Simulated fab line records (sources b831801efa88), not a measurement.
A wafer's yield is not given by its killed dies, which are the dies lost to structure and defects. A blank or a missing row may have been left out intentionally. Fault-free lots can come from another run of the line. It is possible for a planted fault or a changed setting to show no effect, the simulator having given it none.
Which of the tools did it? -- flow gf180mcu -- Sampling: 14 lots, 42 wafers, 4 of 602 route steps

== WHAT EACH GAUGE READ, for each wafer ==
GF_PASSIVATION_THK_MEAS_03.
lot,measured,on,PASSIVATION_CVD_02_THK (nm)
L777,day 28 01:32,film_metro-02,702 717 706
L778,day 28 09:17,film_metro-04,691 697 704
L779,day 28 18:39,film_metro-02,707 713 706
L780,day 28 20:26,film_metro-04,697 705 714
L783,day 29 22:40,film_metro-04,702 712 706
L784,day 30 03:30,film_metro-02,698 698 703
L785,day 30 13:33,film_metro-02,694 689 711
L786,day 30 20:59,film_metro-02,700 685 707
L791,day 32 06:50,film_metro-02,688 706 705
L795,day 33 07:50,film_metro-02,695 717 710
L796,day 33 09:41,film_metro-01,697 703 704
L797,day 33 17:26,film_metro-01,696 720 710
L799,day 34 05:55,film_metro-01,699 700 711
L800,day 34 08:22,film_metro-01,699 710 709

== WHICH TOOL RAN EACH LOT (tool, then ch and the chambers of the sampled wafers, then the start) ==
lot,GF_MIM_SPUTTER_03,GF_MIM_CVD_05,GF_PASSIVATION_CVD_02
L777,"pvd_sputter-01, day 24 09:14","pecvd-03 ch 0,2, day 24 09:18","pecvd-04 ch 0,2, day 28 01:14"
L778,"pvd_sputter-01, day 24 18:22","pecvd-01 ch 1,2, day 24 18:26","pecvd-03 ch 1,2, day 28 08:59"
L779,"pvd_sputter-04, day 25 04:29","pecvd-01 ch 0,1,2, day 25 04:33","pecvd-03 ch 0,1,2, day 28 18:28"
L780,"pvd_sputter-04, day 25 05:25","pecvd-03 ch 0,1, day 25 05:29","pecvd-02 ch 0,1, day 28 20:08"
L783,"pvd_sputter-01, day 26 12:02","pecvd-01 ch 0,1,2, day 26 12:05","pecvd-04 ch 0,1,2, day 29 22:22"
L784,"pvd_sputter-01, day 26 17:20","pecvd-03 ch 0,1,2, day 26 17:23","pecvd-03 ch 0,1,2, day 30 03:13"
L785,"pvd_sputter-02, day 27 04:26","pecvd-03 ch 0,1,2, day 27 04:29","pecvd-03 ch 0,1,2, day 30 13:16"
L786,"pvd_sputter-01, day 27 11:29","pecvd-01 ch 0,1,2, day 27 11:33","pecvd-02 ch 0,1,2, day 30 20:41"
L791,"pvd_sputter-02, day 29 02:10","pecvd-02 ch 1,2, day 29 02:14","pecvd-02 ch 0,1,2, day 32 06:31"
L795,"pvd_sputter-01, day 30 06:56","pecvd-02 ch 1,2, day 30 07:00","pecvd-02 ch 0,1,2, day 33 07:32"
L796,"pvd_sputter-04, day 30 08:10","pecvd-03 ch 0,1,2, day 30 08:14","pecvd-02 ch 0,2, day 33 09:23"
L797,"pvd_sputter-02, day 30 16:41","pecvd-01 ch 0,1, day 30 16:44","pecvd-04 ch 0,1,2, day 33 17:08"
L799,"pvd_sputter-02, day 31 08:13","pecvd-02 ch 0,1,2, day 31 08:16","pecvd-04 ch 1,2, day 34 05:37"
L800,"pvd_sputter-04, day 31 10:19","pecvd-03 ch 1,2, day 31 10:23","pecvd-04 ch 1,2, day 34 08:05"
- GF_MIM_SPUTTER_03: material Ti, target thk 10 nm, time 6.7 s.
- GF_MIM_CVD_05: deposits Si3N4, target thk 42 nm, time 29.086 s.
- GF_PASSIVATION_CVD_02: deposits Si3N4, target thk 700 nm, time 486.18 s.

== AS READ BY THE TOOLS THEMSELVES (means over the sampled wafers that have a number; for cases with no such wafer, the mark the record gives instead) ==
GF_MIM_SPUTTER_03.
lot,tool,throttle_valve_pct (%)
L777,pvd_sputter-01,30.5
L778,pvd_sputter-01,30.2
L779,pvd_sputter-04,30.1
L780,pvd_sputter-04,30.0
L783,pvd_sputter-01,30.2
L784,pvd_sputter-01,31.0
L785,pvd_sputter-02,30.7
L786,pvd_sputter-01,30.6
L791,pvd_sputter-02,30.4
L795,pvd_sputter-01,30.2
L796,pvd_sputter-04,29.8
L797,pvd_sputter-02,31.2
L799,pvd_sputter-02,30.4
L800,pvd_sputter-04,30.3

GF_MIM_CVD_05.
lot,tool,heater_power_w (W)
L777,pecvd-03,710
L778,pecvd-01,711
L779,pecvd-01,637
L780,pecvd-03,667
L783,pecvd-01,612
L784,pecvd-03,670
L785,pecvd-03,638
L786,pecvd-01,600
L791,pecvd-02,613
L795,pecvd-02,629
L796,pecvd-03,699
L797,pecvd-01,666
L799,pecvd-02,645
L800,pecvd-03,639

GF_PASSIVATION_CVD_02.
lot,tool,heater_power_w (W)
L777,pecvd-04,863
L778,pecvd-03,756
L779,pecvd-03,700
L780,pecvd-02,758
L783,pecvd-04,785
L784,pecvd-03,747
L785,pecvd-03,727
L786,pecvd-02,724
L791,pecvd-02,725
L795,pecvd-02,693
L796,pecvd-02,640
L797,pecvd-04,761
L799,pecvd-04,780
L800,pecvd-04,764

== THE ANSWER, worked out from the rows above alone ==
Rule: what is usual is taken from the lots themselves. Put in order of their means at a reading, lots are off if they are a third of the lots or fewer, leave a main group of 4 or more, and stand apart from it by a gap of 3 or more times the standard deviation of the main group's means; of several such gaps the widest counts. A main group whose means are all the same, to the digits that the tables above print for the reading, isn't used. Also off: a lot with no number at a reading for which 4 or more lots have one. Where the step has rows for the other lots, those lots are counted as sound. First the gauges in route order, then the tools' own readings, where a lot's mean is used as printed above. At the first step where some lot is off, the reading lying furthest off is the one used; lots without a number count as furthest.
Nothing can be told from this: no lot is off at any reading shown.

== WHAT THE SIMULATOR HAD PUT IN ==
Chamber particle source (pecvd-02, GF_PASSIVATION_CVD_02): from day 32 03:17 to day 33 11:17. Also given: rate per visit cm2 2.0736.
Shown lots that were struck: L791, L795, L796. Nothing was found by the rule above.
